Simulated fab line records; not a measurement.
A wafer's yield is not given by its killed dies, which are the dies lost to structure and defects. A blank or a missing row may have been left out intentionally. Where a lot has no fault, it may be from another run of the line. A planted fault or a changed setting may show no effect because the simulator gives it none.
8D (eight disciplines) problem report, filled in by code	flow gf180mcu	the parts of the form that need people (team, actions taken, sign-off) are left out

## 1. THE ISSUE
Mean MVSD_TW at GF_MVSD_TW_MEAS_11: 1624 over 9 wafers in 3 lots; fault-free wafers: 1588, standard deviation 5.9. That puts it +6.2 standard deviations away from the usual mean.
The first sign was on wafer L190.1 at day 5 11:45, on film-metro-04. The record has a number at this step for 36 wafers belonging to 12 lots. Rule for "out" (also "out of limits"): further than 4 standard deviations from the usual mean. All remaining wafers that have a number are taken as sound.

## 2. WHAT IT IS AND WHAT IT IS NOT
question	is	is not
which readings at this step	MVSD_TW	-
which lots	L190, L191, L193	L187, L189, L192, L204, L205, L206, L207, L208, L210
which wafers of those lots	all that have a number	-
read on which gauges	film-metro-03, film-metro-04	-
when	from day 5 11:45	up to then (6 sound wafers); but 21 sound wafers of L192, L204, L205, L206, L207, L208, L210 came after

## 3. SUSPECTS, AND WHAT RULES EACH OUT
Counting: a tool at any process step up to the reading remains a suspect when it ran all the lots that are out and ran no sound lot after the first of those.
- the gauge at GF_MVSD_TW_MEAS_11: ruled out. The wafers that are out were read on 2 gauges (film-metro-03, film-metro-04).
- implanter-03 at GF_MVSD_IMPLANT_09: ruled out as a lasting fault. Following L190 (day 5 11:30), the first lot on it that is out, the sound lots L204, L207, L210 were run on it.
Left after counting: nothing in the record.

## 4. THE CAUSE (what the simulator had put in)
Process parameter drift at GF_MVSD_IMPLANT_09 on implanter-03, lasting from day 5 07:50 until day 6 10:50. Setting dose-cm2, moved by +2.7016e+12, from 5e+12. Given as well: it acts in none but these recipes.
Counting ruled it out, wrongly: the rule takes a fault to strike every lot that its tool runs from its start on, and this one did not.

## 5. SEQUENCE OF EFFECTS, ordered by route
Each row: a reading whose mean over the struck wafers that have a number lies more than 3 standard deviations from the usual. Only readings whose record carries a usual standard deviation are examined. hours: median over the lots of the time between each lot's start at the first step of this table that gives one and its start at this step. sigmas: the change, counted in usual standard deviations.
hours	step	reading	usual	on struck wafers	change	sigmas
0	GF_MVSD_IMPLANT_09	dose-ions-cm2	5e+12	8e+12	+3e+12	+99 or more
0	GF_MVSD_IMPLANT_09	faraday-current-uA	28.2	43.3	+15.1	+25
0	GF_MVSD_TW_MEAS_11	MVSD_TW	1588	1624	+36	+6.2
80	GF_VT_IMPLANT_RS_MEAS_46	MVSD_RS	456.7 ohm/sq	423.5	-33.2	-30
Here are the process steps it includes:
- GF_MVSD_IMPLANT_09

## 6. WHAT WOULD HAVE CAUGHT IT SOONER
The first out-of-limits reading at a measuring or inspecting step in this record came at day 5 11:45, 4 hours after the fault's start at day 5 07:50.
The tool's own readings at GF_MVSD_IMPLANT_09 were out on every struck wafer that the step has a row for (dose-ions-cm2, faraday-current-uA): an alarm limit on them would have fired on the first of those.
